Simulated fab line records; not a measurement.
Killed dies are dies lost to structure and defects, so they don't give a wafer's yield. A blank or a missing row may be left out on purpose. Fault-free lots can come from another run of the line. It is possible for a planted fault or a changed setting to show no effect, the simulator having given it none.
Which of the tools did it? -- flow sky130 -- 14 lots, 42 wafers sampled, at 6 steps of a route of 708

WHAT EACH GAUGE READ, for each wafer
SKY_SONOS_ONO_OVL_MEAS_14. Usual: SONOS_ONO_OVL -0.6 nm, standard deviation 1.5.
lot,measured,on,SONOS_ONO_OVL (nm),flag
L813,day 12 09:32,overlay-02,-2.0 -2.8 -2.7,
L816,day 13 13:11,overlay-01,0.1 -1.2 0.2,
L819,day 14 15:35,overlay-02,-1.2 0.1 -0.5,
L820,day 15 04:02,overlay-02,-1.7 -3.7 -1.9,
L821,day 15 09:05,overlay-01,-1.9 -1.5 -3.1,
L822,day 15 20:03,overlay-01,0.5 -1.2 -0.6,
L823,day 16 00:47,overlay-01,2.2 0.2 1.6,
L825,day 16 20:54,overlay-02,1.5 0.1 -2.3,
L827,day 17 11:44,overlay-01,-0.1 -2.2 -0.7,
L828,day 17 18:26,overlay-02,-3.0 -2.9 -1.0,
L833,day 19 19:53,overlay-02,-0.6 -1.1 0.4,
L834,day 20 00:00,overlay-02,0.0 0.5 -0.3,
L835,day 20 04:02,overlay-01,1.1 1.8 0.8,
L836,day 20 12:20,overlay-01,-2.0 -2.1 -2.5,

SKY_LDD_N_OVL_MEAS_07. Usual: LDD_N_OVL 0.1 nm, standard deviation 1.5.
lot,measured,on,LDD_N_OVL (nm),flag
L813,day 17 10:52,overlay-01,1.3 -0.8 0.8,
L816,day 18 21:49,overlay-01,0.2 2.1 1.8,
L819,day 19 22:58,overlay-02,1.2 0.3 1.0,
L820,day 20 13:37,overlay-01,-0.2 -2.2 0.2,
L821,day 20 18:43,overlay-02,-0.8 -0.5 1.9,
L822,day 21 07:19,overlay-01,-0.8 0.5 -2.0,
L823,day 21 15:40,overlay-02,-0.7 -0.2 -1.9,
L825,day 22 08:20,overlay-01,-2.5 -1.3 -2.8,
L827,day 23 01:01,overlay-01,-1.7 1.1 -0.9,
L828,day 23 05:04,overlay-02,-2.0 -2.3 -2.4,
L833,day 25 08:52,overlay-01,2.4 1.8 0.8,
L834,day 25 10:34,overlay-01,-0.7 0.2 -0.6,
L835,day 25 15:10,overlay-01,1.2 0.9 0.6,
L836,day 25 21:28,overlay-01,0.7 -0.1 1.6,

SKY_LDD_P_OVL_MEAS_08. Usual: LDD_P_OVL 0.3 nm, standard deviation 1.3.
lot,measured,on,LDD_P_OVL (nm),flag
L813,day 18 17:37,overlay-02,-1.2 -0.2 -0.5,
L816,day 20 06:38,overlay-02,-0.6 0.1 -2.4,
L819,day 21 06:50,overlay-01,-1.3 0.5 2.1,
L820,day 21 20:52,overlay-01,-1.0 0.2 0.9,
L821,day 22 03:01,overlay-02,3.4 3.6 2.4,
L822,day 22 15:14,overlay-01,2.0 2.4 2.5,
L823,day 22 23:52,overlay-02,-0.8 0.2 0.6,
L825,day 23 16:01,overlay-02,1.4 0.3 1.0,
L827,day 24 08:53,overlay-02,1.1 0.4 -0.4,
L828,day 24 12:47,overlay-01,0.3 -0.8 0.8,
L833,day 26 15:16,overlay-01,0.9 0.5 0.2,
L834,day 26 16:59,overlay-02,3.1 2.4 1.3,
L835,day 26 20:50,overlay-01,0.2 0.3 0.5,
L836,day 27 03:08,overlay-01,-0.2 2.5 -0.3,

SKY_LDD_HVN_TW_MEAS_10. Usual: LDD_HVN_TW 1438, standard deviation 9.8.
lot,measured,on,LDD_HVN_TW,flag
L813,day 20 01:31,filmMetro-02,1457 1450 1451,
L816,day 21 13:52,filmMetro-01,1431 1434 1431,
L819,day 22 13:21,filmMetro-01,1429 1430 1429,
L820,day 23 03:45,filmMetro-01,1446 1446 1443,
L821,day 23 10:01,filmMetro-01,1434 1435 1441,
L822,day 23 22:19,filmMetro-04,1440 1447 1440,
L823,day 24 06:38,filmMetro-04,1429 1428 1433,
L825,day 24 22:17,filmMetro-02,1442 1450 1448,
L827,day 25 15:04,filmMetro-01,30 30 30,OFF
L828,day 25 18:22,filmMetro-02,30 30 30,OFF
L833,day 27 20:34,filmMetro-04,1437 1429 1431,
L834,day 27 22:42,filmMetro-02,1441 1444 1441,
L835,day 28 02:25,filmMetro-02,1446 1449 1448,
L836,day 28 09:19,filmMetro-01,1435 1434 1431,

WHICH TOOL RAN EACH LOT (tool, then ch and the chambers of the sampled wafers, then the start)
lot,SKY_LDD_P_STRIP_10,SKY_LDD_HVN_STRIP_09
L813,"plasmaAsher-02 ch 0,1, day 18 17:47","plasmaAsher-04 ch 0,1, day 20 01:24"
L816,"plasmaAsher-01 ch 0, day 20 06:49","plasmaAsher-04 ch 1, day 21 13:46"
L819,"plasmaAsher-03 ch 0,1, day 21 07:01","plasmaAsher-01 ch 0,1, day 22 13:15"
L820,"plasmaAsher-01 ch 0,1, day 21 21:02","plasmaAsher-04 ch 0,1, day 23 03:39"
L821,"plasmaAsher-01 ch 0,1, day 22 03:11","plasmaAsher-02 ch 0,1, day 23 09:54"
L822,"plasmaAsher-03 ch 0,1, day 22 15:27","plasmaAsher-01 ch 0,1, day 23 22:14"
L823,"plasmaAsher-02 ch 0,1, day 23 00:05","plasmaAsher-04 ch 0,1, day 24 06:29"
L825,"plasmaAsher-02 ch 0,1, day 23 16:14","plasmaAsher-02 ch 0,1, day 24 22:11"
L827,"plasmaAsher-02 ch 0,1, day 24 09:04","plasmaAsher-02 ch 0,1, day 25 14:58"
L828,"plasmaAsher-01 ch 0,1, day 24 12:58","plasmaAsher-02 ch 0,1, day 25 18:16"
L833,"plasmaAsher-03 ch 0,1, day 26 15:26","plasmaAsher-04 ch 0,1, day 27 20:27"
L834,"plasmaAsher-01 ch 0,1, day 26 17:10","plasmaAsher-01 ch 0,1, day 27 22:36"
L835,"plasmaAsher-03 ch 0,1, day 26 21:01","plasmaAsher-02 ch 0,1, day 28 02:19"
L836,"plasmaAsher-02 ch 0,1, day 27 03:19","plasmaAsher-01 ch 0,1, day 28 09:12"
- SKY_LDD_P_STRIP_10: strips in O2/N2.
- SKY_LDD_HVN_STRIP_09: strips in O2/N2.

WHAT THE TOOLS THEMSELVES READ (means of the sampled wafers that have a number; where no wafer has one, the mark that the record gives instead)
SKY_LDD_P_STRIP_10. Usual: chamberPressureMTorr 1499.9 mTorr, standard deviation 1.5; drypumpMotorCurrentA 5.7 A, standard deviation 0.58; oesProductAu 0.716 a.u., standard deviation 0.0043; stripTimeToEndpointS 14.21 s, standard deviation 0.044.
lot,tool,chamberPressureMTorr (mTorr),drypumpMotorCurrentA (A),oesProductAu (a.u.),stripTimeToEndpointS (s),flag
L813,plasmaAsher-02,1498.7,6.2,0.714,14.16,
L816,plasmaAsher-01,1500.4,4.8,0.718,14.21,
L819,plasmaAsher-03,1499.6,6.0,0.716,14.24,
L820,plasmaAsher-01,1501.2,4.9,0.717,14.21,
L821,plasmaAsher-01,1501.9,4.9,0.716,14.25,
L822,plasmaAsher-03,1499.5,6.0,0.715,14.21,
L823,plasmaAsher-02,1499.7,6.2,0.717,14.20,
L825,plasmaAsher-02,1499.8,6.0,0.717,14.27,
L827,plasmaAsher-02,-,-,-,-,OFF
L828,plasmaAsher-01,-,-,-,-,OFF
L833,plasmaAsher-03,1499.0,6.0,0.715,14.14,
L834,plasmaAsher-01,1498.8,4.9,0.718,14.22,
L835,plasmaAsher-03,1500.0,6.0,0.713,14.24,
L836,plasmaAsher-02,1500.3,6.0,0.712,14.15,

SKY_LDD_HVN_STRIP_09. Usual: chamberPressureMTorr 1499.9 mTorr, standard deviation 1.3; drypumpMotorCurrentA 5.6 A, standard deviation 0.67; oesProductAu 0.409 a.u., standard deviation 0.0046; stripTimeToEndpointS 4.140 s, standard deviation 0.016.
lot,tool,chamberPressureMTorr (mTorr),drypumpMotorCurrentA (A),oesProductAu (a.u.),stripTimeToEndpointS (s),flag
L813,plasmaAsher-04,1502.1,5.9,0.409,4.127,
L816,plasmaAsher-04,1499.7,4.9,0.409,4.146,
L819,plasmaAsher-01,1499.5,4.9,0.410,4.141,
L820,plasmaAsher-04,1500.6,5.4,0.410,4.156,
L821,plasmaAsher-02,1500.1,6.2,0.410,4.141,
L822,plasmaAsher-01,1499.5,4.9,0.409,4.158,
L823,plasmaAsher-04,1500.4,5.9,0.412,4.138,
L825,plasmaAsher-02,1500.4,6.2,0.411,4.143,
L827,plasmaAsher-02,1499.4,6.0,0.719,21.825,OFF
L828,plasmaAsher-02,1500.0,6.0,0.720,21.755,OFF
L833,plasmaAsher-04,1500.3,5.4,0.404,4.134,
L834,plasmaAsher-01,1499.9,5.0,0.412,4.136,
L835,plasmaAsher-02,1498.7,6.2,0.406,4.140,
L836,plasmaAsher-01,1500.3,4.9,0.408,4.148,

THE ANSWER, worked out from the rows above alone
Rule: a lot counts as off when the mean over its wafers that have a number is more than 3 standard deviations away from the usual mean. Also off: a lot with no number at a reading for which 4 or more lots have one. All remaining lots with rows at the step are treated as sound. Order of review: gauges by route order, followed by the tools' own readings, for which a lot's mean as printed above is used. The first step at which some lot is off is used, and at that step the reading that is off furthest; a lot without a number counts as furthest.
Off: L827, L828, at SKY_LDD_HVN_TW_MEAS_10 (LDD_HVN_TW).
A tool fits if, at a process step before that reading, it ran every lot that is off, and no sound lot after the first of them. Not tried: the gauges at SKY_LDD_HVN_TW_MEAS_10; whatever is off there is also off at SKY_LDD_P_STRIP_10, on other tools, and gauge error can't account for it. Not one of the candidates tried fits.

WHAT THE SIMULATOR HAD PUT IN
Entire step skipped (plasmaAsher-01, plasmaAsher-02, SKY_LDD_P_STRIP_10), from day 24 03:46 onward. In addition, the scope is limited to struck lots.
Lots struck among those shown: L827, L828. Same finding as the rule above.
